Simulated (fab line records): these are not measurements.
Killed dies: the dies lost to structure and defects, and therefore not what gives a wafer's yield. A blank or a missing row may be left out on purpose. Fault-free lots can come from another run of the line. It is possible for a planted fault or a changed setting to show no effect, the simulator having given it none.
fab line records	flow sky130
record lots=15	wafers=45	last-day=50
route steps=708 shown DNWELL@39 LDD_HVP@287 LDD_LDN@301 SD_N@350
lots that met no fault: from a run of the same line without faults
start-h: start of the lot's first displayed wafer, in hours after the record's first day	wait-h: hours elapsed since this lot's preceding step	" the same as in the row above	L1.1+2: one row covering several wafers at once	- no value, or no start given	* or withheld: withheld	< > ~ a bound
route shown NAME@n: NAME is a module with steps in the file, n the number in the route of the first one	usual: mean and standard deviation over wafers with no fault	same: alike in all rows	chamber/n: place in a boat	sites: per-site readings	_std_site: standard deviation of those values	_edge_site: mean of outer sites minus mean of inner sites	radius-mm: how far each site lies from the wafer's centre	mask NAME#n: copy n	behind: the most recent tool/chamber to have shaped the wafer	hold: why the lot was held/for how many hours/how that ended	device: the transistor (n, p or np) that didn't switch	end of line: the tests these same wafers got at the end of their route	for a step that has no rows: nothing shown but its recipe	killed: the dies lost at the first sort to structure and to defects; this is not the yield of the wafer	map: a wafer's dies, x killed, . not, _ none there
set.NAME: the setting as run; set.NAME@STEP: as run at that earlier step	model.NAME: the simulator's own value behind a step, which no gauge read
one table for each step of the route and one row for each wafer, over a sample of lots
services: when a tool's chamber went out of use (start-h, in hours from the record's first day, below 0 if earlier), for how many hours, and the reason
## steps
# step SKY_DNWELL_EXPOSE_04
# recipe mask-id=DNM	na=0.57	target-cd-nm=3000	dose-mj=222
# usual exposure-dose-mJ-cm2=221.95/0.23	focus-offset-nm=0.0/0.52
lot.wafer	tool	chamber	start-h	wait-h	mask	exposure-dose-mJ-cm2	focus-offset-nm
L720.2	iline-stepper-02	0	42.53	-	DNM#0	221.80	0.0
L720.4	"	0	"	"	DNM#0	222.21	-0.2
L720.5	"	0	"	"	DNM#0	222.00	-0.6
L721.1	iline-stepper-02	0	47.59	-	DNM#0	222.13	-0.1
L721.2	"	0	"	"	DNM#0	221.65	0.1
L721.3	"	0	"	"	DNM#0	221.64	0.8
L722.1	iline-stepper-01	0	52.42	-	DNM#0	221.84	0.2
L722.2	"	0	"	"	DNM#0	221.82	0.7
L722.6	"	0	"	"	DNM#0	221.82	0.0
L723.2	iline-stepper-02	0	58.38	-	DNM#0	221.94	-0.3
L723.4	"	0	"	"	DNM#0	221.71	0.0
L723.6	"	0	"	"	DNM#0	221.68	-0.1
L724.2	iline-stepper-02	0	66.61	-	DNM#0	222.05	-0.7
L724.5	"	0	"	"	DNM#0	222.14	-0.1
L724.6	"	0	"	"	DNM#0	222.27	-0.7
L727.1	iline-stepper-01	0	81.58	-	DNM#0	221.88	-0.4
L727.2	"	0	"	"	DNM#0	222.04	-0.5
L727.4	"	0	"	"	DNM#0	221.95	-0.7
L729.1	iline-stepper-01	0	91.54	-	DNM#0	221.69	-0.5
L729.3	"	0	"	"	DNM#0	221.85	-0.7
L729.4	"	0	"	"	DNM#0	221.87	-0.8
L730.1	iline-stepper-01	0	101.79	-	DNM#0	222.26	1.1
L730.3	"	0	"	"	DNM#0	222.06	0.3
L730.5	"	0	"	"	DNM#0	222.27	0.0
L733.1	iline-stepper-01	0	115.64	-	DNM#0	222.13	0.1
L733.3	"	0	"	"	DNM#0	222.06	0.9
L733.6	"	0	"	"	DNM#0	221.95	0.5
L732.1	iline-stepper-02	0	115.90	-	DNM#0	222.45	0.2
L732.2	"	0	"	"	DNM#0	221.95	2.2
L732.5	"	0	"	"	DNM#0	222.25	0.5
L736.3	iline-stepper-02	-	130.33	-	DNM#0	-	-
L736.5	"	-	"	"	DNM#0	-	-
L736.6	"	-	"	"	DNM#0	-	-
L737.2	iline-stepper-02	-	136.51	-	DNM#0	-	-
L737.3	"	-	"	"	DNM#0	-	-
L737.6	"	-	"	"	DNM#0	-	-
L738.1	iline-stepper-01	-	143.30	-	DNM#0	-	-
L738.3	"	-	"	"	DNM#0	-	-
L738.4	"	-	"	"	DNM#0	-	-
L739.1	iline-stepper-02	0	148.02	-	DNM#0	221.87	-0.5
L739.4	"	0	"	"	DNM#0	221.80	0.1
L739.5	"	0	"	"	DNM#0	221.81	0.1
L743.2	iline-stepper-02	0	165.05	-	DNM#0	222.17	-0.2
L743.4	"	0	"	"	DNM#0	221.66	-0.2
L743.5	"	0	"	"	DNM#0	222.15	-0.4
# step SKY_DNWELL_TW_MEAS_09
# usual DNWELL_TW=1115/9.3
lot.wafer	tool	chamber	start-h	wait-h	DNWELL_TW
L720.2	film-metro-04	-	50.44	0.1	1122
L720.4	"	-	"	"	1123
L720.5	"	-	"	"	1126
L721.1	film-metro-03	-	55.29	0.1	1105
L721.2	"	-	"	"	1108
L721.3	"	-	"	"	1105
L722.1	film-metro-03	-	60.79	0.1	1113
L722.2	"	-	"	"	1119
L722.6	"	-	"	"	1112
L723.2	film-metro-03	-	66.80	0.1	1114
L723.4	"	-	"	"	1111
L723.6	"	-	"	"	1106
L724.2	film-metro-03	-	75.40	0.1	1108
L724.5	"	-	"	"	1107
L724.6	"	-	"	"	1107
L727.1	film-metro-02	-	90.78	0.1	1129
L727.2	"	-	"	"	1128
L727.4	"	-	"	"	1132
L729.1	film-metro-03	-	99.99	0.1	1108
L729.3	"	-	"	"	1110
L729.4	"	-	"	"	1109
L730.1	film-metro-04	-	110.49	0.1	1119
L730.3	"	-	"	"	1113
L730.5	"	-	"	"	1110
L733.1	film-metro-04	-	125.69	0.1	1102
L733.3	"	-	"	"	1103
L733.6	"	-	"	"	1112
L732.1	film-metro-03	-	125.73	0.1	1116
L732.2	"	-	"	"	1118
L732.5	"	-	"	"	1113
L736.3	film-metro-04	-	139.95	0.1	30
L736.5	"	-	"	"	30
L736.6	"	-	"	"	30
L737.2	film-metro-04	-	146.49	0.1	30
L737.3	"	-	"	"	30
L737.6	"	-	"	"	30
L738.1	film-metro-02	-	152.68	0.1	30
L738.3	"	-	"	"	30
L738.4	"	-	"	"	31
L739.1	film-metro-03	-	157.09	0.1	1101
L739.4	"	-	"	"	1106
L739.5	"	-	"	"	1110
L743.2	film-metro-04	-	175.29	0.1	1114
L743.4	"	-	"	"	1116
L743.5	"	-	"	"	1109
# step SKY_LDD_HVP_STRIP_09
# recipe chemistry=O2/N2	power-w=1400	pressure-mtorr=1500	platen-temp-c=withheld	o2-flow-sccm=3000	n2-flow-sccm=300	overash-fraction=0.5
# usual chamber-pressure-mTorr=1500.0/1.3	drypump-motor-current-A=5.7/0.45	n2-flow-sccm=300.0/0.89	oes-product-au=0.405/0.0046	strip-time-to-endpoint-s=4.060/0.016
# same overash-fraction=0.5
lot.wafer	tool	chamber	start-h	wait-h	chamber-pressure-mTorr	drypump-motor-current-A	n2-flow-sccm	oes-product-au	rf-hours-counter-h	strip-time-to-endpoint-s
L720.2	plasma-asher-04	1	496.41	0.1	1501.4	5.5	299.9	0.410	79	4.081
L720.4	"	1	"	"	1499.7	5.5	299.6	0.407	-	4.056
L720.5	"	0	"	"	1501.9	6.2	298.8	0.410	-	4.077
L721.1	plasma-asher-02	0	503.61	0.1	1499.4	5.2	301.2	0.410	72	4.055
L721.2	"	1	"	"	1497.5	5.2	299.3	0.403	72	4.071
L721.3	"	0	"	"	1498.4	5.2	299.9	0.402	-	4.053
L722.1	plasma-asher-04	0	516.06	0.1	1502.1	6.2	299.6	0.412	82	4.056
L722.2	"	1	"	"	1500.7	5.5	302.1	0.404	82	4.055
L722.6	"	1	"	"	1501.4	5.5	301.2	0.412	-	4.076
L723.2	plasma-asher-02	0	525.53	0.1	1502.3	5.1	300.5	0.403	73	4.079
L723.4	"	1	"	"	1500.6	5.2	299.0	0.405	-	4.053
L723.6	"	0	"	"	1499.2	5.2	299.1	0.411	-	4.055
L724.2	plasma-asher-04	1	535.97	0.1	1500.0	5.5	300.6	0.414	84	4.048
L724.5	"	1	"	"	1502.6	5.5	300.1	0.407	-	4.055
L724.6	"	0	"	"	1499.7	6.2	300.7	0.396	-	4.053
L727.1	plasma-asher-04	0	565.07	0.1	1501.6	6.2	300.4	0.405	87	4.052
L727.2	"	1	"	"	1500.9	5.6	302.0	0.406	87	4.071
L727.4	"	0	"	"	1500.2	6.2	299.7	0.400	-	4.062
L729.1	plasma-asher-03	0	577.07	0.1	1499.7	6.3	301.7	0.397	12	4.068
L729.3	"	1	"	"	1499.9	5.9	300.3	0.408	-	4.049
L729.4	"	0	"	"	1497.7	6.3	300.4	0.409	-	4.063
L730.1	plasma-asher-02	1	596.01	0.1	1498.6	5.2	301.6	0.403	80	4.098
L730.3	"	1	"	"	1502.8	5.2	299.8	0.411	-	4.098
L730.5	"	1	"	"	1498.2	5.2	298.8	0.412	-	4.088
L732.1	plasma-asher-02	1	616.31	0.1	1501.5	5.2	300.7	0.405	82	4.073
L732.2	"	0	"	"	1499.1	5.1	298.3	0.402	82	4.084
L732.5	"	1	"	"	1499.9	5.2	299.3	0.408	-	4.078
L733.1	plasma-asher-02	0	618.16	0.1	1500.2	5.2	299.5	0.400	83	4.078
L733.3	"	0	"	"	1500.7	5.1	299.1	0.405	-	4.070
L733.6	"	1	"	"	1500.1	5.2	299.7	0.406	-	4.060
L737.2	plasma-asher-02	0	650.11	0.1	1500.7	5.1	300.1	0.402	85	4.034
L737.3	"	0	"	"	1500.5	5.2	300.3	0.404	-	4.049
L737.6	"	0	"	"	1498.7	5.1	300.8	0.405	-	4.049
L736.3	plasma-asher-03	1	651.26	0.1	1499.4	5.9	301.1	0.409	-	4.053
L736.5	"	1	"	"	1500.6	6.0	299.3	0.408	-	4.060
L736.6	"	0	"	"	1500.5	6.3	299.1	0.410	-	4.056
L738.1	plasma-asher-04	0	655.52	0.1	1498.4	6.2	300.3	0.406	96	4.044
L738.3	"	1	"	"	1501.0	5.5	301.2	0.404	-	4.070
L738.4	"	0	"	"	1500.1	6.2	299.2	0.401	-	4.069
L739.1	plasma-asher-03	1	662.18	0.1	1498.0	5.9	299.1	0.407	20	4.066
L739.4	"	1	"	"	1498.6	5.9	299.8	0.401	-	4.054
L739.5	"	1	"	"	1498.6	5.9	298.4	0.405	-	4.069
L743.2	plasma-asher-03	0	690.12	0.1	1498.2	6.3	299.7	0.410	23	4.063
L743.4	"	1	"	"	1502.2	5.9	299.2	0.402	-	4.064
L743.5	"	1	"	"	1498.5	5.9	299.2	0.407	-	4.062
# step SKY_LDD_LDN_STRIP_12
# recipe chemistry=O2/N2	power-w=1400	pressure-mtorr=1500	platen-temp-c=withheld	o2-flow-sccm=3000	n2-flow-sccm=300	overash-fraction=0.5
# usual chamber-pressure-mTorr=1500.0/1.5	drypump-motor-current-A=5.7/0.47	n2-flow-sccm=299.8/0.87	oes-product-au=0.715/0.0044	strip-time-to-endpoint-s=14.16/0.046
# same overash-fraction=0.5
lot.wafer	tool	chamber	start-h	wait-h	chamber-pressure-mTorr	drypump-motor-current-A	n2-flow-sccm	oes-product-au	rf-hours-counter-h	strip-time-to-endpoint-s
L720.2	plasma-asher-02	1	528.01	0.1	1498.7	5.2	300.6	0.718	74	14.22
L720.4	"	0	"	"	1499.5	5.1	300.8	0.723	-	14.15
L720.5	"	1	"	"	1504.0	5.2	301.6	0.716	-	14.21
L721.1	plasma-asher-01	0	534.96	0.1	1496.2	5.4	299.8	0.719	40	14.18
L721.2	"	1	"	"	1500.4	6.2	300.5	0.714	40	14.23
L721.3	"	1	"	"	1502.3	6.2	299.6	0.714	-	14.20
L722.1	plasma-asher-03	1	546.76	0.1	1499.0	5.9	299.6	0.711	8	14.12
L722.2	"	0	"	"	1500.8	6.3	299.6	0.715	8	14.15
L722.6	"	1	"	"	1499.4	5.9	299.4	0.717	-	14.15
L723.2	plasma-asher-02	1	555.31	0.1	1501.8	5.2	300.8	0.713	77	14.12
L723.4	"	1	"	"	1499.3	5.2	301.0	0.726	-	14.12
L723.6	"	1	"	"	1499.7	5.2	301.2	0.708	-	14.13
L724.2	plasma-asher-02	1	566.01	0.1	1499.5	5.2	300.1	0.718	78	14.17
L724.5	"	0	"	"	1500.7	5.2	299.3	0.722	-	14.19
L724.6	"	1	"	"	1499.9	5.2	299.9	0.711	-	14.16
L727.1	plasma-asher-01	1	595.51	0.1	1499.1	6.2	299.1	0.714	46	14.09
L727.2	"	0	"	"	1500.3	5.4	299.6	0.720	46	14.11
L727.4	"	1	"	"	1499.9	6.2	299.0	0.713	-	14.13
L729.1	plasma-asher-01	0	606.46	0.1	1501.6	5.4	299.0	0.718	47	14.19
L729.3	"	0	"	"	1498.7	5.4	299.6	0.717	-	14.17
L729.4	"	1	"	"	1501.0	6.2	299.4	0.717	-	14.18
L730.1	plasma-asher-03	1	626.26	0.1	1499.5	5.9	301.4	0.718	17	14.15
L730.3	"	1	"	"	1500.4	5.9	299.4	0.717	-	14.14
L730.5	"	1	"	"	1500.1	5.9	300.2	0.715	-	14.19
L732.1	plasma-asher-03	1	645.71	0.1	1498.3	5.9	301.0	0.716	19	14.18
L732.2	"	0	"	"	1500.2	6.3	300.7	0.706	19	14.18
L732.5	"	0	"	"	1500.1	6.3	299.4	0.717	-	14.18
L733.1	plasma-asher-03	1	647.17	0.1	1501.1	5.9	300.0	0.716	19	14.15
L733.3	"	1	"	"	1499.8	5.9	300.2	0.710	-	14.15
L733.6	"	1	"	"	1501.9	5.9	300.3	0.721	-	14.16
L737.2	plasma-asher-01	0	678.46	0.1	1501.3	5.4	300.1	0.720	55	14.16
L737.3	"	0	"	"	1500.0	5.4	299.7	0.717	-	14.16
L737.6	"	0	"	"	1500.0	5.4	299.5	0.712	-	14.14
L736.3	plasma-asher-01	0	679.39	0.1	1498.9	5.4	300.4	0.710	-	14.15
L736.5	"	1	"	"	1498.6	6.2	300.1	0.716	-	14.13
L736.6	"	0	"	"	1496.8	5.4	301.3	0.717	-	14.15
L738.1	plasma-asher-01	1	684.76	0.1	1499.6	6.2	300.3	0.712	56	14.03
L738.3	"	1	"	"	1501.5	6.1	299.6	0.712	-	14.04
L738.4	"	0	"	"	1501.3	5.4	299.6	0.713	-	14.08
L739.1	plasma-asher-01	1	690.51	0.1	1497.5	6.2	300.1	0.717	56	14.15
L739.4	"	0	"	"	1501.7	5.4	299.7	0.724	-	14.17
L739.5	"	0	"	"	1498.7	5.4	298.7	0.720	-	14.16
L743.2	plasma-asher-02	0	718.81	0.1	1500.6	5.1	298.4	0.714	91	14.22
L743.4	"	0	"	"	1501.3	5.2	300.0	0.715	-	14.19
L743.5	"	1	"	"	1499.2	5.2	298.4	0.718	-	14.21
# step SKY_SD_N_OVL_MEAS_08
# usual SD_N_OVL=0.2/1.3
lot.wafer	tool	chamber	start-h	wait-h	SD_N_OVL[nm]
L720.2	overlay-01	-	647.25	0.1	-0.7
L720.4	"	-	"	"	-1.0
L720.5	"	-	"	"	-2.4
L721.1	overlay-01	-	653.79	0.1	1.0
L721.2	"	-	"	"	0.8
L721.3	"	-	"	"	0.3
L722.1	overlay-02	-	663.79	0.1	0.3
L722.2	"	-	"	"	0.0
L722.6	"	-	"	"	-1.0
L723.2	overlay-02	-	674.10	0.1	0.6
L723.4	"	-	"	"	1.2
L723.6	"	-	"	"	1.6
L724.2	overlay-01	-	684.01	0.1	0.1
L724.5	"	-	"	"	1.0
L724.6	"	-	"	"	0.3
L727.1	overlay-01	-	711.61	0.1	1.6
L727.2	"	-	"	"	2.8
L727.4	"	-	"	"	2.3
L729.1	overlay-02	-	720.19	0.1	-1.2
L729.3	"	-	"	"	-0.8
L729.4	"	-	"	"	-0.8
L730.1	overlay-02	-	739.04	0.1	-2.0
L730.3	"	-	"	"	-2.4
L730.5	"	-	"	"	-1.9
L732.1	overlay-01	-	758.37	0.1	0.2
L732.2	"	-	"	"	-1.1
L732.5	"	-	"	"	-1.5
L733.1	overlay-01	-	759.66	0.1	2.8
L733.3	"	-	"	"	-0.4
L733.6	"	-	"	"	2.4
L737.2	overlay-01	-	790.00	0.1	-1.3
L737.3	"	-	"	"	0.5
L737.6	"	-	"	"	-0.1
L736.3	overlay-01	-	790.56	0.1	0.4
L736.5	"	-	"	"	0.8
L736.6	"	-	"	"	2.1
L738.1	overlay-01	-	798.56	0.1	2.2
L738.3	"	-	"	"	2.8
L738.4	"	-	"	"	2.4
L739.1	overlay-01	-	800.66	0.1	0.0
L739.4	"	-	"	"	0.9
L739.5	"	-	"	"	0.9
L743.2	overlay-02	-	828.85	0.1	-0.1
L743.4	"	-	"	"	-0.2
L743.5	"	-	"	"	0.0
## services
tool	chamber	start-h	hours	kind
plasma-asher-03	-	73.73	0.5	repair
iline-stepper-02	-	87.31	4.4	pm
iline-stepper-02	-	103.11	0.8	pm
plasma-asher-01	-	108.75	9.0	pm
iline-stepper-02	-	154.16	1.7	pm
iline-stepper-02	-	188.20	2.1	pm
plasma-asher-02	-	238.85	1.7	repair
plasma-asher-02	-	281.11	0.3	repair
plasma-asher-03	-	289.90	7.0	repair
iline-stepper-02	-	372.32	1.7	pm
iline-stepper-02	-	388.28	1.0	repair
plasma-asher-03	-	421.25	9.0	pm
plasma-asher-03	-	439.66	22.2	repair
plasma-asher-03	-	463.42	3.4	repair
plasma-asher-02	-	506.94	2.8	pm
plasma-asher-03	-	527.49	4.7	repair
iline-stepper-02	-	571.78	12.4	repair
plasma-asher-03	-	579.54	2.8	pm
iline-stepper-02	-	590.50	1.7	pm
plasma-asher-02	-	591.06	4.3	pm
plasma-asher-02	-	635.22	11.1	pm
plasma-asher-03	-	648.99	1.8	repair
plasma-asher-02	-	653.62	4.9	repair
iline-stepper-02	-	695.80	12.3	repair
## key
first-sign step=SKY_DNWELL_EXPOSE_04	reading=tool-record	direction=missing
effect step=SKY_DNWELL_TW_MEAS_09	reading=DNWELL_TW	direction=down	sigmas=99+	usual=1115	struck=30
met-at SKY_DNWELL_EXPOSE_04
struck-lots L736,L737,L738
sort-left-out L736.3,L736.5,L736.6,L737.2,L737.3,L737.6,L738.1,L738.3,L738.4
tester-left-out L736,L737,L738
not-acting-at SKY_LDD_HVP_STRIP_09,SKY_LDD_LDN_STRIP_12,SKY_SD_N_OVL_MEAS_08
onset-between 115.90 130.33
fault kind=skipped-step-whole	tool=iline-stepper-01,iline-stepper-02	chamber=-	onset-h=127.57	steps=SKY_DNWELL_EXPOSE_04	scope=struck-lots-only
# tester-left-out: of these lots the tester's yield and bins aren't shown, on N5 and GAA mostly nor the transistor test; their killed dies are dies lost to structure and defects alone, not to doping, threshold or leakage, so they don't give the yield
# sort-left-out: the simulated sort isn't trusted on such a fault, so these wafers' sort isn't shown, and their yield isn't known
